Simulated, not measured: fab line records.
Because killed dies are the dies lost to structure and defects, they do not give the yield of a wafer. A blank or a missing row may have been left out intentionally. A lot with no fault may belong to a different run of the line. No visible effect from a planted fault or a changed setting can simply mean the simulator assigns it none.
Comparing a struck lot with a sound one	flow sky130	16 out of 708 route steps
Sound: these wafers, L472.2, L472.4, L472.5. Struck: wafers L468.1, L468.3, L468.6. The cause is given at the end.
At each step with rows: each side's tool, then ch and its chambers, then its first start. Under that, the readings that differ: sound wafers	struck wafers	difference of the means	sigmas: that difference in standard deviations of wafers without a fault.
alike: readings whose means differ by less than 2 such deviations, and words and numbers that are the same on both sides. not compared: withheld readings, readings that some wafer has no value for, bounds like >300 that may hide the same value, and numbers for which the record gives no deviation and whose values overlap.
Wherever a step has rows on one side only, a row that says differs or no value, or a row with sigmas, the two part there. Numbers that don't overlap but have no deviation are shown without sigmas and don't part them. A reading missing from all wafers of one side parts the sides only when that side holds two or more wafers.

SKY_METAL5_SPUTTER_03: material Ti, target thk 5 nm, time 3.3 s.
  struck on pvd-sputter-03, day 46 19:06; sound on pvd-sputter-02, day 47 15:25
reading	sound	struck	difference	sigmas
throttle-valve-pct (%)	30.9 31.2 29.8	28.4 28.9 28.5	-2.0	-2
SKY_METAL5_SPUTTER_04: material TiN, target thk 70 nm, time 58.3 s.
  struck on pvd-sputter-03, day 46 19:07; sound on pvd-sputter-02, day 47 15:26
reading	sound	struck	difference	sigmas
throttle-valve-pct (%)	31.0 31.1 29.8	28.6 29.0 28.7	-1.9	-2
SKY_METAL5_RS_MEAS_05: measures by four-point-probe.
  struck on film-metro-03, day 46 19:10; sound on film-metro-03, day 47 15:30
  alike: METAL5_ALCU_RS
SKY_METAL5_THK_MEAS_06: measures by xrf.
  struck on film-metro-03, day 46 19:17; sound on film-metro-03, day 47 15:37
  alike: METAL5_ALCU_THK
then, 7 steps without rows for these wafers: SKY_METAL5_DEHYDRATE_07 (time 60 s); SKY_METAL5_HMDS_08 (prime time 60 s); SKY_METAL5_COAT_09 (resist thk 1800 nm); SKY_METAL5_SOFTBAKE_10 (time 60 s); SKY_METAL5_EXPOSE_11 (exposes mask MM5, target cd 1600 nm); SKY_METAL5_PEB_12; SKY_METAL5_DEVELOP_13 (develop time 60 s).
SKY_METAL5_DESCUM_14: chemistry O2, time 11 s.
  sound on rie-metal-03 ch 0,1, day 48 10:16; struck on rie-metal-02 ch 0,1, day 47 14:36
  alike: drypump-motor-current-A, oes-product-au
  not compared: rf-hours-counter-h
SKY_METAL5_METAL_ETCH_15: etches the open film in Cl2/BCl3, stops on SiO2, target depth 1260 nm, time 252 s.
  sound on rie-metal-03 ch 0,1, day 48 10:19; struck on rie-metal-02 ch 0,1, day 47 14:38
reading	sound	struck	difference	sigmas
model.NOVOLAK_of_METAL5_COAT_09.thk-nm (nm)	1042 1031 1021	719.1 729.8 722.3	-307.6	
model.METAL5.cd-nm (nm)	1609 1603 1595	1551 1548 1566	-47	
model.SiO2_of_VIA4_HDPCVD_00.thk-nm (nm)	550.1 548.1 548.9	537.9 539.1 537.8	-10.8	
  alike: drypump-motor-current-A, mfc-cl2-sccm, oes-product-au, throttle-valve-pct
  not compared: rf-hours-counter-h
SKY_METAL5_STRIP_16: strips in O2/N2.
  sound on plasma-asher-02 ch 0,1, day 48 10:32; struck on plasma-asher-03 ch 0,1, day 47 14:52
reading	sound	struck	difference	sigmas
oes-product-au (a.u.)	0.706 0.706 0.710	0.618 0.617 0.615	-0.091	-19
strip-time-to-endpoint-s (s)	13.15 13.02 12.90	9.44 9.55 9.48	-3.53	-24
  alike: drypump-motor-current-A
  not compared: rf-hours-counter-h
then, 1 step without rows for these wafers: SKY_METAL5_STRIP_17 (strips in post etch residue remover, time 1200 s).
SKY_PAD_OPEN_PROBE_99:
  struck on prober-02, day 49 07:14; sound on prober-02, day 50 00:46
reading	sound	struck	difference	sigmas
model.etest.met5.width-nm (nm)	1608 1606 1595	1554 1549 1569	-46	
  alike: defect-limited-yield, killed_at_M0_to_M3, killed_at_M4_up, killed-at-contacts, killed-at-front-end, killed-at-other, killed-dies, killed-open, killed-short, sort_bin_3_pad_short, sort_bin_5_function, sort_bin_6_memory, sort-n-pass, sort-yield-pct

WHERE THEY PART
At SKY_METAL5_SPUTTER_03 first; at SKY_METAL5_STRIP_16 last (within this record only). Later steps at which nothing parts them and some readings are alike: SKY_PAD_OPEN_PROBE_99.

WHY: the cause the simulator had injected
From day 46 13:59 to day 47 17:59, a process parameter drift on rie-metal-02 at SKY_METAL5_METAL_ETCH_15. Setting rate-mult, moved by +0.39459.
